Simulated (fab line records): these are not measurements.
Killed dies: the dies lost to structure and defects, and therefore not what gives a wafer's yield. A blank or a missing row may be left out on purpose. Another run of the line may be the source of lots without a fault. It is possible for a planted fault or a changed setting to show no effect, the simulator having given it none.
fab line records -- flow sky130
[record] lots = 11, wafers = 33, lastDay = 50
route steps=708 shown PWDE@52 NWELL@67 SONOS_ONO@182 POLY_GATE@232 PAD_OPEN@708
lots untouched by any fault: they come from a run of this same line in which no faults occurred
startH: hours from the record's first day to the start of the lot's first wafer shown -- waitH: hours elapsed since this lot's preceding step -- " repeats the value in the row above -- L1.1+2: a single row standing in for several wafers -- - no value, or no start was given -- * or withheld: withheld -- < > ~ a bound
route shown NAME@n: a module of which the file shows steps, and the number in the route of the first -- usual: the fault-free wafers' mean and standard deviation -- same: alike in all rows -- chamber/n: place in a boat -- sites: per-site readings -- _std_site: standard deviation of those values -- _edge_site: inner sites' mean taken away from outer sites' mean -- radiusMm: how far each site lies from the wafer's centre -- mask NAME#n: copy n -- behind: the tool/chamber that last shaped the wafer -- hold: cause of the lot's hold/its duration in hours/its outcome -- device: whichever transistor did not switch (one of n, p or np) -- end of line: at the end of the route, the tests of the same wafers -- a step with no rows: only its recipe -- killed: not the wafer's yield, but the dies lost to structure and defects at the first sort -- map: the dies of a wafer, with x for killed, . for not killed, _ for no die there
set.NAME: the setting that was run; set.NAME@STEP: the one run at that earlier step -- model.NAME: the simulator's own value behind a step, which no gauge read
steps of the route over a sample of lots; a table a step, a row a wafer
services: a tool's chamber out of use, with start hour (startH, from the record's first day; less than 0 if before it), hours out, and reason
[[steps]]
[step SKY_PWDE_OVL_MEAS_07]
[usual] PWDE_OVL = 0.1/1.3
lot.wafer,tool,chamber,startH,waitH,PWDE_OVL[nm]
L835.1,overlay-01,-,75.04,-,-0.8
L835.2,overlay-01,-,75.04,-,0.6
L835.5,overlay-01,-,75.04,-,-1.0
L836.3,overlay-01,-,79.48,-,0.3
L836.4,overlay-01,-,79.48,-,-0.4
L836.6,overlay-01,-,79.48,-,0.4
L837.1,overlay-02,-,84.77,-,-1.4
L837.2,overlay-02,-,84.77,-,-1.5
L837.6,overlay-02,-,84.77,-,-0.3
L838.1,overlay-01,-,93.95,-,-0.2
L838.2,overlay-01,-,93.95,-,2.0
L838.5,overlay-01,-,93.95,-,1.6
L839.1,overlay-01,-,99.69,-,1.0
L839.3,overlay-01,-,99.69,-,1.6
L839.5,overlay-01,-,99.69,-,-0.1
L840.1,overlay-01,-,103.74,-,-1.0
L840.2,overlay-01,-,103.74,-,-1.2
L840.6,overlay-01,-,103.74,-,-1.6
L842.2,overlay-01,-,111.57,-,-0.1
L842.5,overlay-01,-,111.57,-,-1.9
L842.6,overlay-01,-,111.57,-,-1.2
L844.2,overlay-02,-,123.60,-,-0.1
L844.4,overlay-02,-,123.60,-,-2.1
L844.6,overlay-02,-,123.60,-,-0.1
L855.2,overlay-02,-,193.00,-,-1.4
L855.5,overlay-02,-,193.00,-,-0.6
L855.6,overlay-02,-,193.00,-,1.4
L854.1,overlay-01,-,193.02,-,2.0
L854.2,overlay-01,-,193.02,-,1.7
L854.4,overlay-01,-,193.02,-,3.4
L856.1,overlay-02,-,195.39,-,-1.5
L856.3,overlay-02,-,195.39,-,0.3
L856.5,overlay-02,-,195.39,-,-1.9
[step SKY_NWELL_STRIP_14]
[recipe] chemistry = O2/N2, powerW = 1400, pressureMtorr = 1500, platenTempC = withheld, o2FlowSccm = 3000, n2FlowSccm = 300, overashFraction = 0.5
[usual] drypumpMotorCurrentA = 5.7/0.43, oesProductAu = 0.722/0.0041, stripTimeToEndpointS = 36.91/0.089
lot.wafer,tool,chamber,startH,waitH,drypumpMotorCurrentA,oesProductAu,rfHoursCounterH,stripTimeToEndpointS
L835.1,plasmaAsher-04,1,92.54,0.1,5.3,0.723,29,36.86
L835.2,plasmaAsher-04,0,92.54,0.1,5.3,0.722,29,36.81
L835.5,plasmaAsher-04,1,92.54,0.1,5.3,0.724,-,36.78
L836.3,plasmaAsher-02,1,96.74,0.1,6.0,0.721,-,37.14
L836.4,plasmaAsher-02,0,96.74,0.1,5.8,0.728,-,36.99
L836.6,plasmaAsher-02,0,96.74,0.1,5.8,0.730,-,36.89
L837.1,plasmaAsher-04,1,103.20,0.1,5.3,0.714,30,36.94
L837.2,plasmaAsher-04,0,103.20,0.1,5.3,0.724,30,36.93
L837.6,plasmaAsher-04,1,103.20,0.1,5.3,0.725,-,37.03
L838.1,plasmaAsher-01,0,112.40,0.1,6.7,0.728,44,36.97
L838.2,plasmaAsher-01,1,112.40,0.1,5.7,0.723,44,36.98
L838.5,plasmaAsher-01,0,112.40,0.1,6.7,0.723,-,36.93
L839.1,plasmaAsher-01,0,117.69,0.1,6.7,0.724,45,36.76
L839.3,plasmaAsher-01,1,117.69,0.1,5.7,0.721,-,36.81
L839.5,plasmaAsher-01,1,117.69,0.1,5.7,0.722,-,36.65
L840.1,plasmaAsher-02,1,122.90,0.1,5.9,0.714,0,36.80
L840.2,plasmaAsher-02,0,122.90,0.1,5.8,0.724,0,36.90
L840.6,plasmaAsher-02,0,122.90,0.1,5.8,0.712,-,36.85
L842.2,plasmaAsher-02,0,131.35,0.1,5.8,0.725,1,36.96
L842.5,plasmaAsher-02,0,131.35,0.1,5.8,0.725,-,36.88
L842.6,plasmaAsher-02,1,131.35,0.1,5.9,0.717,-,36.89
L844.2,plasmaAsher-02,1,142.00,0.1,6.0,0.921,2,-
L844.4,plasmaAsher-02,0,142.00,0.1,5.8,0.929,-,-
L844.6,plasmaAsher-02,0,142.00,0.1,5.8,0.918,-,-
L855.2,plasmaAsher-04,1,214.99,0.1,5.3,0.724,41,36.95
L855.5,plasmaAsher-04,1,214.99,0.1,5.3,0.716,-,37.07
L855.6,plasmaAsher-04,0,214.99,0.1,5.3,0.726,-,36.98
L854.1,plasmaAsher-02,1,215.34,0.1,5.9,0.721,10,36.89
L854.2,plasmaAsher-02,0,215.34,0.1,5.8,0.716,10,36.92
L854.4,plasmaAsher-02,0,215.34,0.1,5.8,0.720,-,36.84
L856.1,plasmaAsher-02,0,217.55,0.1,5.8,0.719,10,36.91
L856.3,plasmaAsher-02,0,217.55,0.1,5.8,0.719,-,36.85
L856.5,plasmaAsher-02,1,217.55,0.1,6.0,0.718,-,37.01
[step SKY_NWELL_STRIP_25]
[recipe] chemistry = O2/N2, powerW = 1400, pressureMtorr = 1500, platenTempC = withheld, o2FlowSccm = 3000, n2FlowSccm = 300, overashFraction = 0.5
[usual] drypumpMotorCurrentA = 5.8/0.41, oesProductAu = 0.722/0.0043, stripTimeToEndpointS = 36.94/0.1
lot.wafer,tool,chamber,startH,waitH,drypumpMotorCurrentA,oesProductAu,rfHoursCounterH,stripTimeToEndpointS
L835.1,plasmaAsher-01,0,110.45,0.1,6.7,0.723,44,36.94
L835.2,plasmaAsher-01,1,110.45,0.1,5.7,0.717,44,37.02
L835.5,plasmaAsher-01,0,110.45,0.1,6.7,0.715,-,36.80
L836.3,plasmaAsher-01,1,115.17,0.1,5.7,0.720,-,36.95
L836.4,plasmaAsher-01,0,115.17,0.1,6.7,0.721,-,36.92
L836.6,plasmaAsher-01,0,115.17,0.1,6.7,0.723,-,36.87
L837.1,plasmaAsher-02,1,122.15,0.1,5.9,0.722,0,36.96
L837.2,plasmaAsher-02,0,122.15,0.1,5.8,0.723,0,36.96
L837.6,plasmaAsher-02,1,122.15,0.1,5.9,0.724,-,37.01
L838.1,plasmaAsher-04,1,131.40,0.1,5.3,0.715,33,36.91
L838.2,plasmaAsher-04,0,131.40,0.1,5.4,0.726,33,37.01
L838.5,plasmaAsher-04,1,131.40,0.1,5.3,0.729,-,36.94
L839.1,plasmaAsher-02,1,136.15,0.1,5.9,0.716,2,36.86
L839.3,plasmaAsher-02,1,136.15,0.1,5.9,0.719,-,36.85
L839.5,plasmaAsher-02,0,136.15,0.1,5.8,0.727,-,36.86
L840.1,plasmaAsher-02,1,140.34,0.1,5.9,0.726,2,37.16
L840.2,plasmaAsher-02,0,140.34,0.1,5.8,0.720,2,37.15
L840.6,plasmaAsher-02,1,140.34,0.1,6.0,0.724,-,37.07
L842.2,plasmaAsher-02,0,148.89,0.1,5.8,0.722,3,36.90
L842.5,plasmaAsher-02,1,148.89,0.1,6.0,0.730,-,36.83
L842.6,plasmaAsher-02,0,148.89,0.1,5.8,0.723,-,36.83
L844.2,plasmaAsher-02,1,158.25,0.1,6.0,0.731,4,63.94
L844.4,plasmaAsher-02,1,158.25,0.1,6.0,0.723,-,64.02
L844.6,plasmaAsher-02,0,158.25,0.1,5.8,0.724,-,63.87
L855.2,plasmaAsher-01,0,236.39,0.1,6.6,0.721,55,36.82
L855.5,plasmaAsher-01,0,236.39,0.1,6.7,0.722,-,36.84
L855.6,plasmaAsher-01,1,236.39,0.1,5.7,0.723,-,36.91
L854.1,plasmaAsher-04,0,237.04,0.1,5.4,0.721,44,37.18
L854.2,plasmaAsher-04,1,237.04,0.1,5.3,0.720,44,36.91
L854.4,plasmaAsher-04,1,237.04,0.1,5.3,0.724,-,36.96
L856.1,plasmaAsher-01,0,240.40,0.1,6.7,0.729,56,37.01
L856.3,plasmaAsher-01,1,240.40,0.1,5.7,0.730,-,36.80
L856.5,plasmaAsher-01,1,240.40,0.1,5.7,0.725,-,37.01
[step SKY_NWELL_TW_MEAS_26]
[usual] NWELL_2_TW = 495/6.7
lot.wafer,tool,chamber,startH,waitH,hold,NWELL_2_TW
L835.1,filmMetro-04,-,110.55,0.1,-,499
L835.2,filmMetro-04,-,110.55,0.1,-,499
L835.5,filmMetro-04,-,110.55,0.1,-,498
L836.3,filmMetro-03,-,115.26,0.1,-,483
L836.4,filmMetro-03,-,115.26,0.1,-,484
L836.6,filmMetro-03,-,115.26,0.1,-,484
L837.1,filmMetro-02,-,122.25,0.1,-,498
L837.2,filmMetro-02,-,122.25,0.1,-,496
L837.6,filmMetro-02,-,122.25,0.1,-,496
L838.1,filmMetro-02,-,131.50,0.1,-,500
L838.2,filmMetro-02,-,131.50,0.1,-,496
L838.5,filmMetro-02,-,131.50,0.1,-,497
L839.1,filmMetro-03,-,136.25,0.1,-,488
L839.3,filmMetro-03,-,136.25,0.1,-,489
L839.5,filmMetro-03,-,136.25,0.1,-,485
L840.1,filmMetro-04,-,140.44,0.1,-,500
L840.2,filmMetro-04,-,140.44,0.1,-,504
L840.6,filmMetro-04,-,140.44,0.1,-,499
L842.2,filmMetro-04,-,149.00,0.1,-,500
L842.5,filmMetro-04,-,149.00,0.1,-,502
L842.6,filmMetro-04,-,149.00,0.1,-,499
L844.2,filmMetro-04,-,158.36,0.1,awaitDispo/0.2h/release,30
L844.4,filmMetro-04,-,158.36,0.1,awaitDispo/0.2h/release,30
L844.6,filmMetro-04,-,158.36,0.1,awaitDispo/0.2h/release,30
L844.2,filmMetro-04,-,158.59,0.2,-,30
L844.4,filmMetro-04,-,158.59,0.2,-,30
L844.6,filmMetro-04,-,158.59,0.2,-,30
L855.2,filmMetro-04,-,236.50,0.1,-,500
L855.5,filmMetro-04,-,236.50,0.1,-,502
L855.6,filmMetro-04,-,236.50,0.1,-,500
L854.1,filmMetro-04,-,237.18,0.1,-,500
L854.2,filmMetro-04,-,237.18,0.1,-,499
L854.4,filmMetro-04,-,237.18,0.1,-,499
L856.1,filmMetro-03,-,240.50,0.1,-,487
L856.3,filmMetro-03,-,240.50,0.1,-,485
L856.5,filmMetro-03,-,240.50,0.1,-,486
[step SKY_SONOS_ONO_OVL_MEAS_14]
[usual] SONOS_ONO_OVL = 0.3/1.4
lot.wafer,tool,chamber,startH,waitH,SONOS_ONO_OVL[nm]
L835.1,overlay-02,-,280.71,0.1,0.8
L835.2,overlay-02,-,280.71,0.1,-0.4
L835.5,overlay-02,-,280.71,0.1,-1.0
L836.3,overlay-01,-,282.30,0.1,-1.6
L836.4,overlay-01,-,282.30,0.1,-1.4
L836.6,overlay-01,-,282.30,0.1,0.7
L837.1,overlay-01,-,298.32,0.1,1.6
L837.2,overlay-01,-,298.32,0.1,0.3
L837.6,overlay-01,-,298.32,0.1,0.8
L838.1,overlay-01,-,306.86,0.1,-0.2
L838.2,overlay-01,-,306.86,0.1,0.9
L838.5,overlay-01,-,306.86,0.1,0.4
L839.1,overlay-01,-,316.77,0.1,-3.2
L839.3,overlay-01,-,316.77,0.1,0.1
L839.5,overlay-01,-,316.77,0.1,-1.5
L840.1,overlay-01,-,322.49,0.1,-1.9
L840.2,overlay-01,-,322.49,0.1,-1.4
L840.6,overlay-01,-,322.49,0.1,-0.8
L842.2,overlay-01,-,333.93,0.1,2.8
L842.5,overlay-01,-,333.93,0.1,0.5
L842.6,overlay-01,-,333.93,0.1,1.9
L855.2,overlay-02,-,459.57,0.1,0.4
L855.5,overlay-02,-,459.57,0.1,1.3
L855.6,overlay-02,-,459.57,0.1,1.5
L854.1,overlay-01,-,465.01,0.1,0.2
L854.2,overlay-01,-,465.01,0.1,1.8
L854.4,overlay-01,-,465.01,0.1,-0.1
L856.1,overlay-01,-,467.06,0.1,1.4
L856.3,overlay-01,-,467.06,0.1,1.9
L856.5,overlay-01,-,467.06,0.1,-0.3
[step SKY_POLY_GATE_STRIP_18]
[recipe] chemistry = O2/N2, powerW = 1400, pressureMtorr = 1500, platenTempC = withheld, o2FlowSccm = 3000, n2FlowSccm = 300, overashFraction = 0.5
[usual] drypumpMotorCurrentA = 5.7/0.49, oesProductAu = 0.361/0.0049, stripTimeToEndpointS = 3.17/0.043
lot.wafer,tool,chamber,startH,waitH,drypumpMotorCurrentA,oesProductAu,rfHoursCounterH,stripTimeToEndpointS
L835.1,plasmaAsher-03,1,367.89,0.0,5.3,0.362,65,3.19
L835.2,plasmaAsher-03,0,367.89,0.0,6.0,0.366,65,3.20
L835.5,plasmaAsher-03,1,367.89,0.0,5.3,0.357,-,3.23
L836.3,plasmaAsher-03,1,369.84,0.1,5.3,0.368,-,3.24
L836.4,plasmaAsher-03,0,369.84,0.1,6.1,0.361,-,3.14
L836.6,plasmaAsher-03,0,369.84,0.1,6.1,0.362,-,3.17
L837.1,plasmaAsher-01,0,387.44,0.0,6.7,0.366,70,3.25
L837.2,plasmaAsher-01,1,387.44,0.0,5.7,0.362,70,3.20
L837.6,plasmaAsher-01,0,387.44,0.0,6.7,0.362,-,3.24
L838.1,plasmaAsher-01,0,398.34,0.0,6.7,0.356,71,3.11
L838.2,plasmaAsher-01,1,398.34,0.0,5.7,0.356,71,3.15
L838.5,plasmaAsher-01,1,398.34,0.0,5.7,0.366,-,3.18
L839.1,plasmaAsher-03,0,410.64,0.0,6.1,0.354,69,3.09
L839.3,plasmaAsher-03,0,410.64,0.0,6.0,0.355,-,3.14
L839.5,plasmaAsher-03,1,410.64,0.0,5.3,0.358,-,3.08
L840.1,plasmaAsher-03,1,414.44,0.0,5.3,0.362,70,3.15
L840.2,plasmaAsher-03,0,414.44,0.0,6.1,0.366,70,3.16
L840.6,plasmaAsher-03,0,414.44,0.0,6.1,0.359,-,3.15
L842.2,plasmaAsher-04,0,428.49,0.0,5.4,0.366,63,3.18
L842.5,plasmaAsher-04,1,428.49,0.0,5.3,0.361,-,3.16
L842.6,plasmaAsher-04,0,428.49,0.0,5.4,0.353,-,3.16
L855.2,plasmaAsher-04,1,558.23,0.0,5.3,0.360,75,3.11
L855.5,plasmaAsher-04,1,558.23,0.0,5.3,0.365,-,3.20
L855.6,plasmaAsher-04,0,558.23,0.0,5.3,0.363,-,3.19
L854.1,plasmaAsher-01,1,563.01,0.0,5.7,0.350,87,3.13
L854.2,plasmaAsher-01,0,563.01,0.0,6.7,0.366,87,3.14
L854.4,plasmaAsher-01,0,563.01,0.0,6.7,0.366,-,3.21
L856.1,plasmaAsher-04,1,565.01,0.0,5.3,0.365,76,3.22
L856.3,plasmaAsher-04,0,565.01,0.0,5.4,0.369,-,3.18
L856.5,plasmaAsher-04,1,565.01,0.0,5.3,0.362,-,3.22
[step SKY_PAD_OPEN_PROBE_99]
[usual] defectLimitedYield = 82.3/2.1, killed_at_M0_to_M3 = 44/7.2, killed_at_M4_up = 3.1/1.7, killedAtContacts = 24/5.2, killedAtFrontEnd = 15/4.1, killedAtOther = 0.3/0.61, killedDies = 87/10, killedOpen = 48/7.5, killedShort = 39/6.6, sort_bin_3_pad_short = 0.8/0.39, sort_bin_5_function = 10.4/1.7, sort_bin_6_memory = 6.5/1.1, sortNPass = 405/10, sortYieldPct = 82.3/2.1
[same] grossDies = 492, killedAtBackSide = 0, sort_bin_4_leakage[%] = 0, sort_bin_8_speed[%] = 0
lot.wafer,tool,chamber,startH,waitH,defectLimitedYield[%],killed_at_M0_to_M3,killed_at_M4_up,killedAtContacts,killedAtFrontEnd,killedAtOther,killedDies,killedOpen,killedShort,sort_bin_3_pad_short[%],sort_bin_5_function[%],sort_bin_6_memory[%],sortNPass,sortYieldPct[%]
L836.3,prober-02,-,1072.14,0.2,82.3,43,4,24,16,0,87,55,32,0.8,9.3,7.5,405,82.3
L836.4,prober-02,-,1072.19,0.2,81.7,43,3,26,18,0,90,41,49,1.6,11.0,5.7,402,81.7
L836.6,prober-02,-,1072.29,0.2,83.9,40,1,17,21,0,79,39,40,1.0,9.3,5.7,413,83.9
L837.1,prober-02,-,1088.99,0.1,81.9,45,2,29,13,0,89,52,37,1.6,10.2,6.3,403,81.9
L837.2,prober-02,-,1089.04,0.1,81.1,49,5,26,13,0,93,49,44,0.8,12.0,6.1,399,81.1
L837.6,prober-02,-,1089.24,0.2,80.9,45,2,38,9,0,94,56,38,1.0,10.6,7.5,398,80.9
L838.1,prober-01,-,1096.37,0.1,83.3,41,5,18,18,0,82,37,45,1.2,8.9,6.5,410,83.3
L838.2,prober-01,-,1096.42,0.1,83.7,42,4,14,20,0,80,39,40,1.0,10.6,4.7,412,83.7
L838.5,prober-01,-,1096.57,0.2,84.1,39,6,17,16,0,78,37,41,1.0,9.8,5.1,414,84.1
L839.1,prober-02,-,1104.98,0.1,83.1,41,4,26,12,0,83,53,29,0.2,11.8,4.9,409,83.1
L839.3,prober-02,-,1105.08,0.2,81.5,51,2,23,15,0,91,40,51,1.2,9.1,8.1,401,81.5
L839.5,prober-02,-,1105.18,0.2,83.7,36,4,24,15,1,80,46,34,0.4,8.7,7.1,412,83.7
L840.1,prober-01,-,1105.03,0.1,80.7,52,2,27,13,1,95,53,42,0.6,10.6,8.1,397,80.7
L840.2,prober-01,-,1105.08,0.1,80.5,49,4,23,19,1,96,51,45,0.6,12.0,6.9,396,80.5
L840.6,prober-01,-,1105.28,0.2,78.3,45,3,36,23,0,107,58,49,1.6,12.2,7.9,385,78.3
// killed by level:class
L836.3 VIA1:geometricParticle:open=13 VIA2:geometricParticle:open=8 CONTACT:geometricParticle:open=8 LI_CONTACT:geometricParticle:open=6 FIELD_ISO:geometricParticle:short=5 FIELD_ISO:geometricParticle:open=5 CONTACT:geometricParticle:short=4 VIA1:geometricParticle:short=4
L836.4 CONTACT:geometricParticle:open=9 VIA1:geometricParticle:open=7 VIA1:geometricParticle:short=7 FIELD_ISO:geometricParticle:short=6 VIA3:geometricParticle:open=6 METAL2:geometricParticle:short=6 VIA2:geometricParticle:short=5 POLY_GATE:geometricParticle:short=4
L836.6 VIA1:geometricParticle:open=11 VIA1:geometricParticle:short=10 FIELD_ISO:geometricParticle:short=8 CONTACT:geometricParticle:open=6 VIA2:geometricParticle:open=5 FIELD_ISO:geometricParticle:open=4 POLY_GATE:geometricParticle:open=4 LOCAL_INTERCONNECT:geometricParticle:short=4
L837.1 CONTACT:geometricParticle:open=13 VIA1:geometricParticle:open=9 VIA2:geometricParticle:open=9 FIELD_ISO:geometricParticle:open=7 VIA1:geometricParticle:short=7 CONTACT:geometricParticle:short=6 METAL2:geometricParticle:short=5 VIA3:geometricParticle:open=5
L837.2 METAL1:geometricParticle:short=11 VIA1:geometricParticle:open=10 CONTACT:geometricParticle:open=9 VIA3:geometricParticle:open=7 LI_CONTACT:geometricParticle:open=6 VIA2:geometricParticle:open=5 LI_CONTACT:geometricParticle:short=4 METAL4:geometricParticle:short=4
L837.6 CONTACT:geometricParticle:open=12 LI_CONTACT:geometricParticle:open=12 CONTACT:geometricParticle:short=8 VIA1:geometricParticle:open=8 VIA3:geometricParticle:open=7 METAL2:geometricParticle:short=5 VIA2:geometricParticle:open=5 LI_CONTACT:geometricParticle:short=4
L838.1 CONTACT:geometricParticle:short=8 VIA3:geometricParticle:open=8 METAL2:geometricParticle:short=7 POLY_GATE:geometricParticle:short=6 POLY_GATE:geometricParticle:open=6 VIA1:geometricParticle:open=6 VIA2:geometricParticle:open=5 FIELD_ISO:geometricParticle:short=4
L838.2 VIA1:geometricParticle:open=14 FIELD_ISO:geometricParticle:open=6 METAL3:geometricParticle:short=5 VIA3:geometricParticle:open=5 FIELD_ISO:geometricParticle:short=4 POLY_GATE:geometricParticle:open=4 POLY_GATE:geometricParticle:short=4 LOCAL_INTERCONNECT:geometricParticle:short=4
L838.5 VIA1:geometricParticle:open=9 VIA1:geometricParticle:short=6 METAL2:geometricParticle:short=6 POLY_GATE:geometricParticle:open=5 LOCAL_INTERCONNECT:geometricParticle:short=5 CONTACT:geometricParticle:open=4 VIA2:geometricParticle:open=4 METAL3:geometricParticle:short=4
L839.1 CONTACT:geometricParticle:open=12 METAL2:geometricParticle:short=12 VIA1:geometricParticle:open=10 LI_CONTACT:geometricParticle:open=8 VIA2:geometricParticle:open=6 VIA3:geometricParticle:open=6 FIELD_ISO:geometricParticle:open=5 CONTACT:geometricParticle:short=3
L840.1 VIA3:geometricParticle:open=11 VIA1:geometricParticle:open=10 CONTACT:geometricParticle:open=8 LI_CONTACT:geometricParticle:open=6 LOCAL_INTERCONNECT:geometricParticle:short=5 METAL1:geometricParticle:short=5 METAL3:geometricParticle:short=5 VIA1:geometricParticle:short=5
L840.2 VIA1:geometricParticle:open=16 CONTACT:geometricParticle:open=9 METAL2:geometricParticle:short=8 POLY_GATE:geometricParticle:short=7 LI_CONTACT:geometricParticle:open=6 METAL1:geometricParticle:short=6 FIELD_ISO:geometricParticle:open=5 VIA3:geometricParticle:open=5
L839.3 VIA1:geometricParticle:open=12 CONTACT:geometricParticle:short=8 METAL1:geometricParticle:short=8 VIA3:geometricParticle:open=8 VIA2:geometricParticle:open=7 LOCAL_INTERCONNECT:geometricParticle:short=6 POLY_GATE:geometricParticle:short=5 CONTACT:geometricParticle:open=5
L839.5 CONTACT:geometricParticle:open=11 METAL2:geometricParticle:short=10 VIA1:geometricParticle:open=8 FIELD_ISO:geometricParticle:open=5 LI_CONTACT:geometricParticle:open=5 VIA2:geometricParticle:open=4 CONTACT:geometricParticle:short=4 FIELD_ISO:geometricParticle:short=3
L840.6 VIA3:geometricParticle:open=10 CONTACT:geometricParticle:open=9 VIA1:geometricParticle:open=8 VIA2:geometricParticle:open=7 LI_CONTACT:geometricParticle:open=7 METAL2:geometricParticle:short=7 FIELD_ISO:geometricParticle:open=6 POLY_GATE:geometricParticle:short=6
[[services]]
tool,chamber,startH,hours,kind
plasmaAsher-04,-,75.45,1.0,repair
plasmaAsher-02,-,108.75,9.0,pm
plasmaAsher-02,0,108.75,9.0,ventCycle
plasmaAsher-02,1,108.75,9.0,ventCycle
plasmaAsher-02,0,117.75,-,clean
plasmaAsher-02,1,117.75,-,clean
plasmaAsher-01,-,194.69,4.2,repair
plasmaAsher-04,-,197.53,2.8,pm
plasmaAsher-03,-,210.66,1.0,repair
plasmaAsher-03,-,236.07,2.6,repair
plasmaAsher-01,-,337.57,2.8,pm
plasmaAsher-02,-,365.76,0.5,repair
plasmaAsher-03,-,421.25,9.0,pm
plasmaAsher-03,0,421.25,9.0,ventCycle
plasmaAsher-03,1,421.25,9.0,ventCycle
plasmaAsher-04,-,425.99,0.6,repair
plasmaAsher-03,0,430.25,-,clean
plasmaAsher-03,1,430.25,-,clean
plasmaAsher-03,-,477.49,1.9,repair
plasmaAsher-01,-,506.24,2.5,repair
plasmaAsher-04,-,518.61,0.8,repair
plasmaAsher-04,-,535.12,7.9,repair
plasmaAsher-02,-,563.80,0.5,repair
[[key]]
[firstSign] step = SKY_NWELL_STRIP_14, reading = oesProductAu, direction = up, sigmas = 49, usual = 0.722, struck = 0.923
[effect] step = SKY_NWELL_STRIP_25, reading = stripTimeToEndpointS, direction = up, sigmas = 99+, usual = *, struck = *
[effect] step = SKY_NWELL_TW_MEAS_26, reading = visit, direction = added
[effect] step = SKY_NWELL_TW_MEAS_26, reading = NWELL_2_TW, direction = down, sigmas = 69, usual = 495, struck = 30
metAt SKY_NWELL_STRIP_14
struckLots L844
scrappedBehind SKY_NWELL_TW_MEAS_26 L844.2,L844.4,L844.6
notActingAt SKY_PWDE_OVL_MEAS_07,SKY_SONOS_ONO_OVL_MEAS_14,SKY_POLY_GATE_STRIP_18
onsetBetween 131.35 142.00
[fault] kind = stripAborted, tool = plasmaAsher-02, chamber = -, onsetH = 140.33, steps = SKY_NWELL_STRIP_14, offset = 0.82513, endH = 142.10
